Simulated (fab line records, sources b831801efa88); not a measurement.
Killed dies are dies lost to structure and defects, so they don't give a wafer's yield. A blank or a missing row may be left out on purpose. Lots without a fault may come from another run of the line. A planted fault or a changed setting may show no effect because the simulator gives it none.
fab line records | flow sky130
record lots=6 wafers=18 last_day=50
route steps=708 shown VIA4@658 METAL5@661 PAD_OPEN@708
lots that met no fault: from a run of the same line without faults
start_h: hours from the record's first day to the start of the lot's first wafer shown | wait_h: hours since the lot's step before | " the same as in the row above | L1.1+2: a row that stands for several wafers | - no value, or no start given | * or withheld: withheld | < > ~ a bound
route shown NAME@n: a module of which the file shows steps, and the number in the route of the first | usual: mean/standard deviation of fault-free wafers | same: alike in all rows | chamber/n: place in a boat | sites: the reading at each site | _std_site: their standard deviation | _edge_site: outer sites' mean less inner sites' | radius_mm: how far each site lies from the wafer's centre | mask NAME#n: copy n | behind: the tool/chamber that last shaped the wafer | hold: why the lot was held/for how many hours/how that ended | device: the transistor (n, p or np) that didn't switch | end of line: the same wafers' tests at the end of the route | a step without rows: its recipe alone | killed: dies lost to structure and defects at the first sort, not the wafer's yield | map: a wafer's dies, x killed, . not, _ none there
set.NAME: the setting as run; set.NAME@STEP: as run at that earlier step | model.NAME: the simulator's own value behind a step, which no gauge read
lots at some steps of the route; a table a step, a row a wafer
services: from which hour (start_h, from the record's first day; less than 0 if before it) a tool's chamber was out of use, for how many hours, and why
## steps
# step SKY_VIA4_RS_MEAS_19
# recipe thk_meas_gauge=four-point-probe reads=W_of_VIA4_CVD_18+TiN_of_VIA4_SPUTTER_17
# usual VIA4_W_RS=0.226/0.004
# columns lot.wafer tool chamber start_h wait_h VIA4_W_RS[ohm/sq]
L964.2 film_metro-03 - 1039.23 0.1 0.220
L964.4 " - " " 0.220
L964.5 " - " " 0.228
L963.1 film_metro-04 - 1041.42 0.1 0.227
L963.4 " - " " 0.228
L963.6 " - " " 0.225
L968.2 film_metro-04 - 1050.66 0.1 0.227
L968.3 " - " " 0.220
L968.6 " - " " 0.228
L979.2 film_metro-01 - 1122.23 0.1 0.231
L979.3 " - " " 0.229
L979.4 " - " " 0.223
L982.1 film_metro-01 - 1131.33 0.1 0.229
L982.3 " - " " 0.230
L982.4 " - " " 0.231
L984.1 film_metro-01 - 1138.96 0.1 0.229
L984.4 " - " " 0.230
L984.6 " - " " 0.231
# step SKY_VIA4_THK_MEAS_20
# recipe thk_meas_gauge=xrf reads=W_of_VIA4_CVD_18
# usual VIA4_W_THK=501/9.6
# columns lot.wafer tool chamber start_h wait_h VIA4_W_THK[nm]
L964.2 film_metro-03 - 1039.34 0.1 515
L964.4 " - " " 517
L964.5 " - " " 500
L963.1 film_metro-04 - 1041.54 0.1 493
L963.4 " - " " 491
L963.6 " - " " 499
L968.2 film_metro-04 - 1050.77 0.1 498
L968.3 " - " " 506
L968.6 " - " " 494
L979.2 film_metro-01 - 1122.34 0.1 494
L979.3 " - " " 500
L979.4 " - " " 515
L982.1 film_metro-01 - 1131.45 0.1 503
L982.3 " - " " 499
L982.4 " - " " 496
L984.1 film_metro-01 - 1139.08 0.1 502
L984.4 " - " " 500
L984.6 " - " " 495
# step SKY_VIA4_CMP_21
# recipe stop_on=SiO2 t_overpolish_s=25 down_force_psi=3.5 platen_rpm=60 target_thk_nm=0 pad_velocity_m_s=0.94248
# usual motor_current_A=10.8/0.98 overpolish_run_s=24.999/0.0093 platen_rpm=60.00/0.038 slurry_filter_dp_kPa=13.50/0.14 time_to_endpoint_s=123/3.8
# columns lot.wafer tool chamber start_h wait_h motor_current_A overpolish_run_s platen_rpm slurry_filter_dp_kPa time_to_endpoint_s
L964.2 cmp-01 3 1039.44 0.1 9.8 24.989 59.99 13.36 129
L964.4 " 1 " " 11.6 25.001 60.02 13.53 126
L964.5 " 3 " " 9.9 24.983 59.97 13.56 125
L963.1 cmp-01 0 1041.70 0.1 10.2 24.984 59.97 13.48 122
L963.4 " 1 " " 12.6 25.003 60.00 13.71 120
L963.6 " 2 " " 10.2 24.999 60.02 13.48 124
L968.2 cmp-01 3 1050.92 0.1 10.2 24.997 59.99 13.65 127
L968.3 " 0 " " 9.9 25.007 60.05 13.52 126
L968.6 " 2 " " 10.4 25.002 60.02 13.41 119
L979.4 cmp-01 3 1122.42 0.0 9.7 24.991 60.04 13.66 122
L979.3 " 0 " " 10.0 25.013 60.02 13.46 124
L979.2 " 1 " " 12.0 25.000 59.96 13.40 120
L982.4 cmp-02 3 1131.51 0.0 10.2 25.001 59.96 13.47 123
L982.3 " 0 " " 11.8 24.999 60.02 13.64 123
L982.1 " 1 " " 12.7 24.994 60.00 13.51 123
L984.1 cmp-01 0 1139.45 0.4 10.0 25.000 60.00 13.53 127
L984.4 " 2 " " 10.2 25.008 59.97 13.32 123
L984.6 " 3 " " 9.7 24.990 60.09 13.66 123
# step SKY_METAL5_SPUTTER_00
# recipe material=Ti target_thk_nm=15 power_w=3000 time_s=10 chamber_pressure_pa=0.4
# step SKY_METAL5_SPUTTER_01
# recipe material=TiN target_thk_nm=20 power_w=6500 time_s=16.7 chamber_pressure_pa=0.4
# step SKY_METAL5_SPUTTER_02
# recipe material=AlCu target_thk_nm=1150 power_w=10600 time_s=61.2 chamber_pressure_pa=0.4
# usual cathode_dc_power_W=10600/2 throttle_valve_pct=30.1/1.3
# same time_s=61.2
# columns lot.wafer tool chamber start_h wait_h cathode_dc_power_W throttle_valve_pct
L964.2 pvd_sputter-02 - 1039.74 0.0 10599 29.2
L964.4 " - " " 10600 31.4
L964.5 " - " " 10602 31.3
L963.1 pvd_sputter-02 - 1041.95 0.0 10598 31.2
L963.4 " - " " 10597 29.6
L963.6 " - " " 10599 29.3
L968.2 pvd_sputter-02 - 1051.17 0.0 10603 28.8
L968.3 " - " " 10598 29.8
L968.6 " - " " 10601 31.1
L979.2 pvd_sputter-03 - 1122.76 0.0 10604 29.5
L979.3 " - " " 10601 29.5
L979.4 " - " " 10601 30.9
L982.1 pvd_sputter-03 - 1131.86 0.0 10599 29.6
L982.3 " - " " 10600 28.6
L982.4 " - " " 10604 30.6
L984.1 pvd_sputter-03 - 1139.74 0.0 10596 29.4
L984.4 " - " " 10601 28.5
L984.6 " - " " 10598 29.4
# step SKY_METAL5_SPUTTER_03
# recipe material=Ti target_thk_nm=5 power_w=3000 time_s=3.3 chamber_pressure_pa=0.4
# usual cathode_dc_power_W=3000.1/0.59 throttle_valve_pct=30.1/1.3
# same time_s=3.3
# columns lot.wafer tool chamber start_h wait_h cathode_dc_power_W throttle_valve_pct
L964.2 pvd_sputter-02 - 1039.79 0.0 3000.7 29.4
L964.4 " - " " 2999.5 31.3
L964.5 " - " " 3001.1 31.3
L963.1 pvd_sputter-02 - 1042.00 0.0 3000.9 31.3
L963.4 " - " " 2999.6 29.7
L963.6 " - " " 2999.4 29.3
L968.2 pvd_sputter-02 - 1051.22 0.0 2999.1 28.8
L968.3 " - " " 3000.8 29.7
L968.6 " - " " 3000.9 31.2
L979.2 pvd_sputter-03 - 1122.81 0.0 3000.8 29.4
L979.3 " - " " 3000.8 29.0
L979.4 " - " " 2998.5 30.9
L982.1 pvd_sputter-03 - 1131.91 0.0 3000.3 29.5
L982.3 " - " " 3000.5 28.6
L982.4 " - " " 3000.1 31.0
L984.1 pvd_sputter-03 - 1139.79 0.0 3000.3 29.2
L984.4 " - " " 3000.8 28.6
L984.6 " - " " 3000.5 29.8
# step SKY_METAL5_SPUTTER_04
# recipe material=TiN target_thk_nm=70 power_w=6500 time_s=58.3 chamber_pressure_pa=0.4
# usual cathode_dc_power_W=6500.1/1.4 throttle_valve_pct=30.1/1.3
# same time_s=58.3
# columns lot.wafer tool chamber start_h wait_h cathode_dc_power_W throttle_valve_pct
L964.2 pvd_sputter-02 - 1039.81 0.0 6500.3 29.4
L964.4 " - " " 6498.5 31.3
L964.5 " - " " 6499.5 31.3
L963.1 pvd_sputter-02 - 1042.02 0.0 6497.9 31.2
L963.4 " - " " 6500.1 29.4
L963.6 " - " " 6500.6 29.3
L968.2 pvd_sputter-02 - 1051.24 0.0 6501.1 28.8
L968.3 " - " " 6501.0 29.8
L968.6 " - " " 6499.4 31.1
L979.2 pvd_sputter-03 - 1122.83 0.0 6497.8 29.6
L979.3 " - " " 6498.6 29.4
L979.4 " - " " 6499.7 30.7
L982.1 pvd_sputter-03 - 1131.93 0.0 6502.9 29.5
L982.3 " - " " 6503.2 28.7
L982.4 " - " " 6499.6 31.0
L984.1 pvd_sputter-03 - 1139.81 0.0 6500.4 29.4
L984.4 " - " " 6499.7 28.9
L984.6 " - " " 6500.0 29.4
# step SKY_METAL5_RS_MEAS_05
# recipe thk_meas_gauge=four-point-probe reads=TiN_of_METAL5_SPUTTER_04+Ti_of_METAL5_SPUTTER_03+AlCu_of_METAL5_SPUTTER_02+TiN_of_METAL5_SPUTTER_01+Ti_of_METAL5_SPUTTER_00
# usual METAL5_ALCU_RS=0.02709/0.00025
# columns lot.wafer tool chamber start_h wait_h METAL5_ALCU_RS[ohm/sq]
L964.2 film_metro-03 - 1039.88 0.0 0.02699
L964.4 " - " " 0.02669
L964.5 " - " " 0.02683
L963.1 film_metro-03 - 1042.09 0.1 0.02704
L963.4 " - " " 0.02709
L963.6 " - " " 0.02716
L968.2 film_metro-01 - 1051.31 0.0 0.027
L968.3 " - " " 0.02695
L968.6 " - " " 0.02699
L979.2 film_metro-03 - 1122.90 0.0 0.0271
L979.3 " - " " 0.02727
L979.4 " - " " 0.02695
L982.1 film_metro-03 - 1131.98 0.0 0.02739
L982.3 " - " " 0.02721
L982.4 " - " " 0.02694
L984.1 film_metro-03 - 1139.86 0.0 0.02721
L984.4 " - " " 0.02697
L984.6 " - " " 0.02702
# step SKY_METAL5_THK_MEAS_06
# recipe thk_meas_gauge=xrf reads=AlCu_of_METAL5_SPUTTER_02
# usual METAL5_ALCU_THK=1143/13
# columns lot.wafer tool chamber start_h wait_h METAL5_ALCU_THK[nm]
L964.2 film_metro-03 - 1039.99 0.1 1138
L964.4 " - " " 1152
L964.5 " - " " 1142
L963.1 film_metro-03 - 1042.21 0.1 1141
L963.4 " - " " 1143
L963.6 " - " " 1138
L968.2 film_metro-01 - 1051.42 0.1 1145
L968.3 " - " " 1154
L968.6 " - " " 1152
L979.2 film_metro-03 - 1123.01 0.1 1141
L979.3 " - " " 1133
L979.4 " - " " 1149
L982.1 film_metro-03 - 1132.10 0.1 1117
L982.3 " - " " 1128
L982.4 " - " " 1145
L984.1 film_metro-03 - 1139.98 0.1 1133
L984.4 " - " " 1144
L984.6 " - " " 1137
# step SKY_METAL5_DEHYDRATE_07
# recipe temp_c=200 time_s=60
# step SKY_METAL5_HMDS_08
# recipe prime_time_s=60 prime_temp_c=120
# step SKY_METAL5_COAT_09
# recipe resist=NOVOLAK spin_rpm=3000 resist_thk_nm=1800
# usual spin_speed_rpm=2999.8/2
# columns lot.wafer tool chamber start_h wait_h spin_speed_rpm model.NOVOLAK_of_METAL5_COAT_09.thk_nm
L964.2 litho_track-02 0 1050.02 0.1 3000.5 1806
L964.4 " 0 " " 3000.7 1805
L964.5 " 0 " " 3000.7 1807
L963.1 litho_track-02 0 1051.69 0.1 2998.9 1810
L963.4 " 0 " " 3003.8 1803
L963.6 " 0 " " 3001.8 1800
L968.2 litho_track-04 0 1062.13 0.1 2999.7 1802
L968.3 " 0 " " 3000.6 1802
L968.6 " 0 " " 3001.8 1809
L979.2 litho_track-04 0 1132.29 0.1 3207.6 1751
L979.3 " 0 " " 3208.9 1747
L979.4 " 0 " " 3210.0 1749
L982.1 litho_track-04 0 1140.56 0.1 3205.6 1748
L982.3 " 0 " " 3205.2 1747
L982.4 " 0 " " 3204.0 1743
L984.1 litho_track-02 0 1148.84 0.1 2998.6 1804
L984.4 " 0 " " 2996.7 1807
L984.6 " 0 " " 3000.5 1804
# step SKY_METAL5_SOFTBAKE_10
# recipe temp_c=90 time_s=60 resist=NOVOLAK
# step SKY_METAL5_EXPOSE_11
# recipe mask_id=MM5 na=0.6 source_shape=conventional sigma_outer=0.6 polarization=unpolarized target_cd_nm=1600 dose_mj=190
# step SKY_METAL5_PEB_12
# recipe temp_c=withheld time_s=* resist=NOVOLAK
# step SKY_METAL5_DEVELOP_13
# recipe resist=NOVOLAK developer=TMAH develop_time_s=60 dev_temp_c=23
# step SKY_METAL5_DESCUM_14
# recipe chemistry=O2 source_power_w=150 bias_power_w=0 pressure_mtorr=10 temp_c=40 time_s=11
# usual drypump_motor_current_A=5.7/0.48 oes_product_au=1.004/0.0078
# same time_s=11
# columns lot.wafer tool chamber start_h wait_h drypump_motor_current_A oes_product_au rf_hours_counter_h
L964.2 rie_metal-02 1 1060.99 0.1 6.2 1.007 13
L964.4 " 0 " " 5.7 1.009 -
L964.5 " 1 " " 6.2 0.999 -
L963.1 rie_metal-03 0 1062.86 0.1 6.1 1.013 15
L963.4 " 0 " " 6.1 1.006 -
L963.6 " 0 " " 6.1 1.002 -
L968.2 rie_metal-04 0 1072.11 0.1 4.9 1.021 8
L968.3 " 0 " " 4.9 1.010 -
L968.6 " 1 " " 5.3 0.988 -
L979.2 rie_metal-02 1 1141.34 0.1 6.2 1.014 20
L979.3 " 0 " " 5.7 0.992 -
L979.4 " 1 " " 6.2 1.004 -
L982.1 rie_metal-03 0 1150.59 0.1 6.1 1.007 22
L982.3 " 0 " " 6.1 1.005 -
L982.4 " 1 " " 6.2 1.010 -
L984.1 rie_metal-03 1 1157.36 0.1 6.1 0.998 6
L984.4 " 0 " " 6.1 1.004 -
L984.6 " 0 " " 6.2 1.007 -
# step SKY_METAL5_METAL_ETCH_15
# recipe target_depth_a=12600 stop_on=SiO2 over_etch_frac=0.2 time_s=252 chemistry=Cl2/BCl3 resist_sidewall_deg=86 pressure_mtorr=10 icp_w=900 bias_w=48.5 Cl2_flow_sccm=60 bcl3_flow_sccm=30
# usual drypump_motor_current_A=5.7/0.49 oes_product_au=0.894/0.0054 throttle_valve_pct=22.264/0.0091
# same time_s=252
# columns lot.wafer tool chamber start_h wait_h drypump_motor_current_A oes_product_au rf_hours_counter_h throttle_valve_pct model.NOVOLAK_of_METAL5_COAT_09.thk_nm
L964.2 rie_metal-02 1 1061.02 0.0 6.2 0.900 13 22.254 1043
L964.4 " 0 " " 5.7 0.899 - 22.258 1035
L964.5 " 1 " " 6.2 0.883 - 22.269 1044
L963.1 rie_metal-03 0 1062.95 0.1 6.1 0.894 15 22.263 1040
L963.4 " 0 " " 6.1 0.892 - 22.275 1029
L963.6 " 0 " " 6.1 0.896 - 22.281 1032
L968.2 rie_metal-04 0 1072.14 0.0 4.9 0.893 8 22.277 1022
L968.3 " 0 " " 4.9 0.891 - 22.259 1027
L968.6 " 1 " " 5.3 0.903 - 22.258 1056
L979.2 rie_metal-02 1 1141.38 0.0 6.2 0.901 20 22.275 978.2
L979.3 " 0 " " 5.7 0.887 - 22.260 965
L979.4 " 1 " " 6.2 0.892 - 22.267 971.7
L982.1 rie_metal-03 0 1150.63 0.0 6.1 0.889 22 22.277 981
L982.3 " 0 " " 6.1 0.893 - 22.278 977.4
L982.4 " 1 " " 6.1 0.891 - 22.268 984.1
L984.1 rie_metal-03 1 1157.39 0.0 6.2 0.890 6 22.263 1041
L984.4 " 0 " " 6.1 0.899 - 22.275 1034
L984.6 " 0 " " 6.2 0.890 - 22.259 1025
# step SKY_METAL5_STRIP_16
# recipe chemistry=O2/N2 power_w=1400 pressure_mtorr=1500 platen_temp_c=withheld o2_flow_sccm=3000 n2_flow_sccm=300 overash_fraction=0.5
# usual drypump_motor_current_A=5.7/0.6 oes_product_au=0.711/0.0048 strip_time_to_endpoint_s=13.03/0.1
# columns lot.wafer tool chamber start_h wait_h drypump_motor_current_A oes_product_au rf_hours_counter_h strip_time_to_endpoint_s
L964.2 plasma_asher-02 1 1061.26 0.2 5.1 0.706 61 13.18
L964.4 " 0 " " 6.1 0.712 - 13.05
L964.5 " 1 " " 5.1 0.711 - 13.18
L963.1 plasma_asher-03 1 1063.42 0.4 6.5 0.705 93 13.12
L963.4 " 1 " " 6.5 0.711 - 13.00
L963.6 " 0 " " 5.2 0.707 - 13.05
L968.2 plasma_asher-02 0 1072.38 0.2 6.0 0.714 63 12.91
L968.3 " 1 " " 5.2 0.722 - 12.97
L968.6 " 1 " " 5.2 0.712 - 13.31
L979.2 plasma_asher-02 1 1141.61 0.2 5.1 0.709 69 12.49
L979.3 " 0 " " 6.1 0.707 - 12.33
L979.4 " 1 " " 5.2 0.703 - 12.39
L982.1 plasma_asher-03 0 1150.86 0.2 5.2 0.706 102 12.49
L982.3 " 1 " " 6.5 0.703 - 12.46
L982.4 " 0 " " 5.2 0.713 - 12.55
L984.1 plasma_asher-03 1 1157.63 0.2 6.6 0.715 103 13.13
L984.4 " 0 " " 5.2 0.709 - 13.05
L984.6 " 0 " " 5.2 0.710 - 12.95
# step SKY_METAL5_STRIP_17
# recipe chemistry=post_etch_residue_remover time_s=1200 temp_c=72.5
# step SKY_PAD_OPEN_PROBE_99
# usual defect_limited_yield=82.7/2.1 killed_at_M0_to_M3=43/7.2 killed_at_M4_up=3.3/1.8 killed_at_contacts=23/5.5 killed_at_front_end=16/5.1 killed_at_other=0.4/0.65 killed_dies=85/10 killed_on_rim=17/4.3 killed_open=46/7.1 killed_short=38/7.2 sort_bin_3_pad_short=0.9/0.41 sort_bin_5_function=10.2/1.5 sort_bin_6_memory=6.2/1.1 sort_n_pass=407/10 sort_yield_pct=82.7/2.1
# same gross_dies=492 killed_at_back_side=0 sort_bin_4_leakage[%]=0 sort_bin_8_speed[%]=0
# columns lot.wafer tool chamber start_h wait_h defect_limited_yield[%] killed_at_M0_to_M3 killed_at_M4_up killed_at_contacts killed_at_front_end killed_at_other killed_dies killed_on_rim killed_open killed_short sort_bin_3_pad_short[%] sort_bin_5_function[%] sort_bin_6_memory[%] sort_n_pass sort_yield_pct[%]
L964.2 prober-02 - 1105.87 0.1 81.5 52 6 22 11 0 91 16 47 44 1.0 11.4 6.1 401 81.5
L964.4 prober-02 - 1105.97 0.2 82.5 43 5 25 12 1 86 15 43 43 0.6 11.0 5.9 406 82.5
L964.5 prober-02 - 1106.02 0.2 79.5 59 6 21 15 0 101 19 56 43 1.4 12.4 6.7 391 79.5
L963.1 prober-02 - 1108.11 0.1 79.9 40 3 33 23 0 99 22 54 45 0.6 12.8 6.7 393 79.9
L963.4 prober-02 - 1108.26 0.2 78.5 53 3 33 16 1 106 21 63 43 1.8 11.2 8.5 386 78.5
L963.6 prober-02 - 1108.36 0.2 82.9 37 2 31 14 0 84 17 47 37 0.8 11.2 5.1 408 82.9
L979.2 prober-01 - 1179.62 0.1 81.9 44 4 23 18 0 89 29 53 36 0.6 9.8 7.7 403 81.9
L979.3 prober-01 - 1179.67 0.2 83.9 46 0 17 15 1 79 15 39 40 0.8 8.9 6.3 413 83.9
L979.4 prober-01 - 1179.72 0.2 81.7 41 4 26 19 0 90 22 54 36 0.8 8.5 8.9 402 81.7
# killed by level:class
L964.2 VIA3:geometric_particle:open=10 VIA2:geometric_particle:open=9 CONTACT:geometric_particle:open=7 METAL2:geometric_particle:short=7 VIA1:geometric_particle:open=6 LI_CONTACT:geometric_particle:open=5 CONTACT:geometric_particle:short=5 METAL1:geometric_particle:short=5
L964.4 VIA1:geometric_particle:open=14 CONTACT:geometric_particle:open=9 METAL2:geometric_particle:short=7 LI_CONTACT:geometric_particle:open=7 LI_CONTACT:geometric_particle:short=5 VIA3:geometric_particle:open=4 METAL1:geometric_particle:short=4 VIA1:geometric_particle:short=4
L964.5 VIA1:geometric_particle:open=19 VIA1:geometric_particle:short=9 CONTACT:geometric_particle:open=6 LI_CONTACT:geometric_particle:open=6 METAL1:geometric_particle:short=6 VIA3:geometric_particle:open=6 VIA3:geometric_particle:short=5 VIA2:geometric_particle:open=5
L963.1 LI_CONTACT:geometric_particle:open=14 VIA1:geometric_particle:open=10 FIELD_ISO:geometric_particle:open=7 POLY_GATE:geometric_particle:short=7 VIA3:geometric_particle:open=7 METAL1:geometric_particle:short=6 FIELD_ISO:geometric_particle:short=5 CONTACT:geometric_particle:open=5
L963.4 CONTACT:geometric_particle:open=12 VIA1:geometric_particle:open=12 LI_CONTACT:geometric_particle:open=10 METAL2:geometric_particle:short=7 VIA3:geometric_particle:open=7 VIA2:geometric_particle:open=6 VIA3:geometric_particle:short=5 POLY_GATE:geometric_particle:short=4
L963.6 CONTACT:geometric_particle:open=10 VIA1:geometric_particle:open=9 LI_CONTACT:geometric_particle:open=8 FIELD_ISO:geometric_particle:open=7 LI_CONTACT:geometric_particle:short=6 FIELD_ISO:geometric_particle:short=5 LOCAL_INTERCONNECT:geometric_particle:short=5 METAL2:geometric_particle:short=5
L979.2 VIA1:geometric_particle:open=13 CONTACT:geometric_particle:open=10 LI_CONTACT:geometric_particle:open=9 VIA2:geometric_particle:open=7 METAL1:geometric_particle:short=6 FIELD_ISO:geometric_particle:open=5 VIA1:geometric_particle:short=5 VIA3:geometric_particle:open=5
L979.3 VIA1:geometric_particle:open=11 POLY_GATE:geometric_particle:short=6 LI_CONTACT:geometric_particle:open=6 METAL2:geometric_particle:short=6 FIELD_ISO:geometric_particle:open=5 VIA2:geometric_particle:open=5 VIA1:geometric_particle:short=5 VIA3:geometric_particle:open=5
L979.4 LI_CONTACT:geometric_particle:open=10 VIA3:geometric_particle:open=10 POLY_GATE:geometric_particle:short=8 CONTACT:geometric_particle:open=8 VIA1:geometric_particle:open=8 VIA2:geometric_particle:open=6 FIELD_ISO:geometric_particle:open=5 LOCAL_INTERCONNECT:geometric_particle:short=4
## services
# columns tool chamber start_h hours kind
rie_metal-03 1 1020.78 39.1 repair
cmp-02 - 1030.24 3.4 repair
pvd_sputter-02 - 1045.52 4.3 repair
rie_metal-03 1 1059.84 - clean
rie_metal-03 1 1059.84 19.2 scheduled_down
rie_metal-03 1 1059.84 19.2 vent_cycle
plasma_asher-02 - 1081.22 1.6 repair
cmp-01 - 1084.00 4.0 pm
cmp-01 - 1088.00 - consumable_replace:conditioner
cmp-01 - 1088.00 - consumable_replace:pad
pvd_sputter-03 - 1106.87 4.9 repair
cmp-01 - 1113.72 0.7 repair
pvd_sputter-03 - 1126.78 3.5 repair
cmp-01 - 1129.24 1.4 repair
pvd_sputter-02 - 1131.13 8.2 repair
cmp-01 - 1132.43 0.9 repair
plasma_asher-03 - 1138.41 0.7 repair
cmp-02 - 1138.95 3.3 repair
## key
first_sign step=SKY_METAL5_COAT_09 reading=spin_speed_rpm direction=up sigmas=99+ usual=2999.8 struck=3206.9
effect step=SKY_METAL5_STRIP_16 reading=strip_time_to_endpoint_s direction=down sigmas=5.5 usual=* struck=*
model_effect step=SKY_METAL5_COAT_09 value=NOVOLAK_of_METAL5_COAT_09.thk_nm without=1806 struck=1748
model_effect step=SKY_METAL5_METAL_ETCH_15 value=NOVOLAK_of_METAL5_COAT_09.thk_nm without=1035 struck=976.2
met_at SKY_METAL5_COAT_09
struck_wafers L979.2,L979.3,L979.4,L982.1,L982.3,L982.4
onset_between 1062.13 1132.29
fault kind=process_parameter_drift tool=litho_track-04 chamber=- onset_h=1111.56 steps=SKY_METAL5_COAT_09 channel=spin_rpm offset=205.1 shape=step end_h=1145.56 acts_in=these_recipes_only stated=3000
